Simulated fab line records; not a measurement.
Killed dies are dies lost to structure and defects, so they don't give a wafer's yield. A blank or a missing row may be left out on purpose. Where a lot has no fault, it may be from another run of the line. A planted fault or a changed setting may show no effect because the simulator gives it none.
Check of tool commonality    flow sky130    Sampled: 15 lots, 45 wafers

== WHY IT WAS OPENED ==
3 of 15 lots carry a flag on the reading VT_ADJUST_HVTR_TW at SKY_VT_ADJUST_HVTR_TW_MEAS_11. No-fault wafers: 212.1, standard deviation 2.5.
Rule: a lot is flagged when every wafer of it that has a number lies more than 4 standard deviations from that mean, or none has a number. As for the other lots, they are considered sound.

lot   measured      on             VT_ADJUST_HVTR_TW, wafer by wafer  flag
L804  day 9 12:55   film-metro-03  209.6 210.0 210.8                  
L805  day 10 04:01  film-metro-01  212.8 212.1 212.4                  
L806  day 10 11:12  film-metro-03  209.1 207.7 208.5                  
L807  day 11 02:05  film-metro-04  214.8 214.1 215.6                  
L810  day 11 16:37  film-metro-01  212.6 213.0 211.8                  
L811  day 12 08:44  film-metro-03  208.5 208.3 208.7                  
L812  day 12 09:35  film-metro-04  216.0 214.7 216.8                  
L813  day 12 13:25  film-metro-04  215.7 215.2 214.7                  
L816  day 13 09:22  film-metro-01  210.7 210.9 211.0                  
L820  day 15 05:28  film-metro-04  214.6 215.6 214.7                  
L821  day 15 09:50  film-metro-03  210.1 210.5 210.1                  
L822  day 15 10:25  film-metro-04  267.9 267.5 267.7                  FLAGGED
L823  day 15 17:46  film-metro-03  260.4 260.2 260.6                  FLAGGED
L824  day 16 02:53  film-metro-01  264.7 264.9 264.6                  FLAGGED
L826  day 16 20:28  film-metro-03  209.2 210.2 210.2                  
The mean of the flagged lots' numbers is 264.3, +52.2 from the usual (+21 standard deviations).

== EACH LOT AND THE TOOL IT RAN ON ==
2 process steps preceding the reading are held in the record, out of 708 steps in the route. Every cell lists first the tool, next ch and the chambers used by the sampled wafers, and last the start.
lot   flag     SKY_VT_ADJUST_HVTP_STRIP_10           SKY_VT_ADJUST_NCORE_COAT_02
L804           plasma-asher-03 ch 0, day 6 06:18     litho-track-01 ch 0, day 8 05:17
L805           plasma-asher-03 ch 0,1, day 6 12:37   litho-track-01 ch 0, day 8 18:08
L806           plasma-asher-01 ch 0,1, day 6 22:49   litho-track-01 ch 0, day 9 01:37
L807           plasma-asher-02 ch 1, day 7 10:15     litho-track-02 ch 0, day 9 14:39
L810           plasma-asher-01 ch 0,1, day 7 22:27   litho-track-02 ch 0, day 10 05:45
L811           plasma-asher-02 ch 0,1, day 8 12:26   litho-track-01 ch 0, day 10 19:59
L812           plasma-asher-02 ch 0,1, day 8 13:05   litho-track-01 ch 0, day 10 20:32
L813           plasma-asher-03 ch 0,1, day 8 16:42   litho-track-03 ch 0, day 11 00:52
L816           plasma-asher-02 ch 0,1, day 9 10:55   litho-track-02 ch 0, day 11 19:55
L820           plasma-asher-01 ch 0,1, day 10 23:37  litho-track-01 ch 0, day 13 12:56
L821           plasma-asher-01 ch 0,1, day 11 04:19  litho-track-03 ch 0, day 13 17:16
L822  FLAGGED  plasma-asher-02 ch 0,1, day 11 04:34  litho-track-01, day 13 17:22
L823  FLAGGED  plasma-asher-02 ch 0,1, day 11 11:23  litho-track-01, day 14 01:14
L824  FLAGGED  plasma-asher-03 ch 0,1, day 11 18:45  litho-track-01, day 14 09:02
L826           plasma-asher-03 ch 0,1, day 12 11:19  litho-track-02 ch 0, day 15 02:50
What the steps here do:
- SKY_VT_ADJUST_HVTP_STRIP_10: strips in O2/N2.
- SKY_VT_ADJUST_NCORE_COAT_02: resist thk 1140 nm.
- SKY_VT_ADJUST_HVTR_TW_MEAS_11

== FLAGGED AGAINST TOTAL, ONE TOOL AT A TIME (gauges that did the reading follow at the end) ==
step                           tool             lots run  flagged  share of the flagged lots  sound lots run after its first flagged lot
SKY_VT_ADJUST_HVTP_STRIP_10    plasma-asher-01  4         0        none                       -
SKY_VT_ADJUST_HVTP_STRIP_10    plasma-asher-02  6         2        some                       0
SKY_VT_ADJUST_HVTP_STRIP_10    plasma-asher-03  5         1        some                       1 (L826)
SKY_VT_ADJUST_NCORE_COAT_02    litho-track-01   9         3        all                        0
SKY_VT_ADJUST_NCORE_COAT_02    litho-track-02   4         0        none                       -
SKY_VT_ADJUST_NCORE_COAT_02    litho-track-03   2         0        none                       -
SKY_VT_ADJUST_HVTR_TW_MEAS_11  film-metro-01    4         1        some                       0
SKY_VT_ADJUST_HVTR_TW_MEAS_11  film-metro-03    6         1        some                       1 (L826)
SKY_VT_ADJUST_HVTR_TW_MEAS_11  film-metro-04    5         1        some                       0

== WHAT THE TABLE PERMITS ==
All flagged lots share 1 row of the table, namely litho-track-01 at SKY_VT_ADJUST_NCORE_COAT_02.
- litho-track-01 at SKY_VT_ADJUST_NCORE_COAT_02: 3 of its 9 lots flagged. Its last sound lot is L820 (day 13 12:56), its first flagged lot L822 (day 13 17:22): a fault that began between those two fits. On the flagged lots its readings are blank where sound lots have values: chill-plate-temp-C, dispense-pressure-kPa, spin-speed-rpm.
What remains is a single tool, litho-track-01 at SKY_VT_ADJUST_NCORE_COAT_02.

== WHAT THE SIMULATOR HAD INSERTED ==
At SKY_VT_ADJUST_NCORE_COAT_02, the step was skipped entirely on litho-track-01 from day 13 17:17 on. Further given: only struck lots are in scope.
Struck lots among those shown: L822, L823, L824. Same finding as the rule above.
